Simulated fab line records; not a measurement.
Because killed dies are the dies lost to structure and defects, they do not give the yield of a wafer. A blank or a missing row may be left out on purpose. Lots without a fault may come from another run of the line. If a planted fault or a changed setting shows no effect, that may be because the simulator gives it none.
What tool caused it? ; flow gf180mcu ; 6 lots with 18 wafers sampled at 3 steps, on a route of 602 steps

== WHAT THE GAUGES READ, wafer by wafer ==
GF_M4_CD_MEAS_14: target cd 280 nm.
lot;measured;on;cd-nm (nm)
L980;day 24 18:05;cd-sem-01;278.7 279.5 278.9
L985;day 26 02:22;cd-sem-01;279.2 280.5 279.0
L986;day 26 09:20;cd-sem-01;280.7 280.5 280.5
L989;day 27 13:02;cd-sem-01;280.3 281.5 279.9
L991;day 28 01:38;cd-sem-02;291.6 289.3 288.8
L100;day 30 09:20;cd-sem-02;280.4 280.7 278.3

== TOOL THAT RAN EACH LOT (tool first, then ch and the chambers of the sampled wafers, then the start) ==
lot;GF_M3_STRIP_17;GF_M4_PEB_12
L980;plasma-asher-03 ch 0,1, day 22 18:58;litho-track-02 ch 0, day 24 17:44
L985;plasma-asher-03 ch 0,1, day 24 05:07;litho-track-04 ch 0, day 26 02:03
L986;plasma-asher-02 ch 0,1, day 24 12:01;litho-track-02 ch 0, day 26 09:02
L989;plasma-asher-02 ch 0,1, day 25 17:08;litho-track-01 ch 0, day 27 12:41
L991;plasma-asher-03 ch 0,1, day 26 05:28;litho-track-02 ch 0, day 28 01:17
L100;plasma-asher-02 ch 0,1, day 28 16:25;litho-track-01 ch 0, day 30 08:59
- GF_M3_STRIP_17: strips in O2/N2.
- GF_M4_PEB_12: peb time 90 s.

== THE ANSWER, worked out from the rows above alone ==
Rule: usual is defined by the lots themselves. Put in order of their means at a reading, lots are off if they are a third of the lots or fewer, leave a main group of 4 or more, and stand apart from it by a gap of 3 or more times the standard deviation of the main group's means; of several such gaps the widest counts. A main group whose means are all the same, to the digits that the tables above print for the reading, isn't used. A lot without any number at a reading at which 4 lots or more have one is off too. The other lots that the step has rows for count as sound.
Off: L991 (GF_M4_CD_MEAS_14, cd-nm). For the main group the mean is 279.9 nm and the standard deviation 0.59.
If a tool, at a process step before that reading, ran all the lots that are off and no sound lot after the first of them, it fits. Those tools and the gauges at GF_M4_CD_MEAS_14 are tried in the same way. Can't be told from this: 2 tools fit, plasma-asher-03 at GF_M3_STRIP_17, litho-track-02 at GF_M4_PEB_12.

== WHAT HAD BEEN PUT IN BY THE SIMULATOR ==
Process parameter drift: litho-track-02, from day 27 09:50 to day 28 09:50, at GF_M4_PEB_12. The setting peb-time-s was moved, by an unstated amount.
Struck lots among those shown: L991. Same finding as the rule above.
